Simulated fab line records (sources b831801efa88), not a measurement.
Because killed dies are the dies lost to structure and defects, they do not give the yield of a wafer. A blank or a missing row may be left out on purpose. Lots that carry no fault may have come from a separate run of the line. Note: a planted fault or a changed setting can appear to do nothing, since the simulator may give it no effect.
Comparing a struck lot with a sound one | flow sky130 | 15 out of 708 route steps
Sound: the wafers L859.2, L859.3, L859.4. Struck: wafers L864.3, L864.6 (left out: L864.4, a lot-mate that was not struck); the cause follows at the end.
At each step with rows: each side's tool, then ch and its chambers, then its first start. Under that, the readings that differ: sound wafers | struck wafers | difference of the means | sigmas: that difference in standard deviations of wafers without a fault.
alike: readings whose means differ by less than 2 such deviations, and words and numbers that are the same on both sides. not compared: withheld readings, readings that some wafer has no value for, bounds like >300 that may hide the same value, and numbers for which the record gives no deviation and whose values overlap.
A row with sigmas, a row that says differs or no value, or rows on one side alone: a step with any of these is where the two part. When numbers do not overlap yet have no deviation, they are printed without sigmas and do not part them. Lack of a reading on every wafer of one side parts them only where that side has two or more wafers.

first, 8 steps without rows for these wafers: SKY_POLY_GATE_DEHYDRATE_05 (time 60 s); SKY_POLY_GATE_HMDS_06 (prime time 60 s); SKY_POLY_GATE_COAT_07 (resist thk 110 nm); SKY_POLY_GATE_COAT_08 (resist thk 450 nm); SKY_POLY_GATE_SOFTBAKE_09 (time 90 s); SKY_POLY_GATE_EXPOSE_10 (exposes mask P1M, target cd 150 nm); SKY_POLY_GATE_PEB_11; SKY_POLY_GATE_DEVELOP_12 (develop time 60 s).
SKY_POLY_GATE_CD_MEAS_13: the cd target is 150 nm.
  sound on cd-sem-01 at day 20 11:35; struck on cd-sem-01 at day 21 23:31
  alike: cd-nm
SKY_POLY_GATE_OVL_MEAS_14:
  sound on overlay-02 at day 20 11:41; struck on overlay-01 at day 21 23:37
  alike: POLY_GATE_OVL
SKY_POLY_GATE_ETCH_15: etches BARC in N2/H2, stops on SiO2, time 118.5 s, target depth 110 nm.
  sound on rie-diel-02 ch 1,2,3, day 20 11:43; struck on rie-diel-01 ch 2,3, day 21 23:38
  alike: drypump-motor-current-A, oes-product-au, throttle-valve-pct
  not compared: rf-hours-counter-h
SKY_POLY_GATE_ETCH_16: etches Si3N4 in CH3F/O2, stops on poly-Si, time 147.5 s, target depth 75 nm.
  sound on rie-diel-02 ch 1,2,3, day 20 11:48; struck on rie-diel-01 ch 2,3, day 21 23:43
  alike: drypump-motor-current-A, oes-product-au, throttle-valve-pct
  not compared: rf-hours-counter-h
SKY_POLY_GATE_ETCH_17: etches poly-Si in HBr/Cl2, stops on SiO2, target depth 180 nm, time 70.5 s.
  sound on rie-si-01 ch 0,1,3, day 20 11:54; struck on rie-si-02 ch 1, day 21 23:49
  reading                                          | sound                   | struck          | difference | sigmas
  over-etch-frac                                   | 0.56667 0.56667 0.56667 | 0.15001 0.15001 | -0.41666   |
  model.POLY_GATE.feature-depth-nm (nm)            | 178.6 179.2 177.3       | 130.8 131.7     | -47.1      |
  model.etch.depth-nm (nm)                         | 178.6 179.2 177.3       | 130.8 131.7     | -47.1      |
  model.KrF-thick_of_POLY_GATE_COAT_08.thk-nm (nm) | 139.7 139.3 138.5       | 164.3 167       | +26.5      |
  alike: drypump-motor-current-A, oes-product-au, throttle-valve-pct
  not compared: rf-hours-counter-h
SKY_POLY_GATE_STRIP_18: strips in O2/N2.
  sound on plasma-asher-03 ch 0,1, day 20 11:57; struck on plasma-asher-03 ch 0,1, day 21 23:54
  reading                      | sound             | struck      | difference | sigmas
  oes-product-au (a.u.)        | 0.364 0.361 0.356 | 0.372 0.374 | +0.013     | +3
  strip-time-to-endpoint-s (s) | 3.163 3.159 3.160 | 3.419 3.465 | +0.281     | +10
  alike: drypump-motor-current-A
  not compared: rf-hours-counter-h
then, 1 step without rows for these wafers: SKY_POLY_GATE_CLEAN_19 (cleans in SC1/SC2, time 150 s).

== WHERE THEY PART ==
Within this record, at SKY_POLY_GATE_STRIP_18 only.

WHY: whatever the simulator had introduced
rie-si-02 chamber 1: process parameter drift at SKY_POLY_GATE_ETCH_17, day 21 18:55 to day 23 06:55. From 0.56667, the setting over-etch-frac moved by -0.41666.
